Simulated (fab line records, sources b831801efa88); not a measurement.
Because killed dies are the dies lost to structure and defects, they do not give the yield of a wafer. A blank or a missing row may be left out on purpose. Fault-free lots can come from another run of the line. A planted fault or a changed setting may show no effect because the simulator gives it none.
Matching of chambers :: flow gf180mcu :: 4 sister chambers for GF_V4_CMP_04 on cmp-01
The step polishes SiO2. 4 wafers are shown with their chamber, then 9 later ones without.

== WAFERS PAIRED WITH THEIR CHAMBERS ==
wafer: L461.4
chamber: 0
motor_current_A (A): 9.7

wafer: L472.1
chamber: 2
motor_current_A (A): 9.9

wafer: L472.2
chamber: 1
motor_current_A (A): 13.2

wafer: L472.5
chamber: 3
motor_current_A (A): 11.9

== WAFERS WITH NO CHAMBER GIVEN ==
wafer: L471.1
motor_current_A (A): 11.8

wafer: L471.3
motor_current_A (A): 9.8

wafer: L471.4
motor_current_A (A): 12.3

wafer: L473.1
motor_current_A (A): 10.7

wafer: L473.4
motor_current_A (A): 9.1

wafer: L473.6
motor_current_A (A): 11.3

wafer: L474.2
motor_current_A (A): 9.9

wafer: L474.4
motor_current_A (A): 11.9

wafer: L474.6
motor_current_A (A): 9.9

== WHICH CHAMBER EACH ONE RAN IN ==
wafer: L471.1
from the rows above: 3
in truth: 3

wafer: L471.3
from the rows above: can't be placed: 2 or 0
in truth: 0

wafer: L471.4
from the rows above: can't be placed: 3 or 1
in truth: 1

wafer: L473.1
from the rows above: can't be placed: 2 or 0 or 3
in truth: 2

wafer: L473.4
from the rows above: can't be placed: 0 or 2
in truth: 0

wafer: L473.6
from the rows above: can't be placed: 3 or 2
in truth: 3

wafer: L474.2
from the rows above: can't be placed: 2 or 0
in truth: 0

wafer: L474.4
from the rows above: 3
in truth: 3

wafer: L474.6
from the rows above: can't be placed: 2 or 0
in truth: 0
Correct placement for 2 of the 9. From these rows, 7 cannot be placed; in 7 the true chamber is one of the candidates. Wrongly placed: 0.
How it was worked out, from the rows above alone: a wafer's distance from a chamber is the root of the sum, over the readings, of the square of ((its reading less the chamber's mean) divided by the reading's scatter). The wafer belongs to the nearest chamber; if the next one is less than 2 further off, it can't be placed. Each chamber's mean is taken over the wafers shown for it. The scatter: with one shown wafer a chamber, the root of the mean of the squares of how far each hidden wafer lies from its nearest shown one.
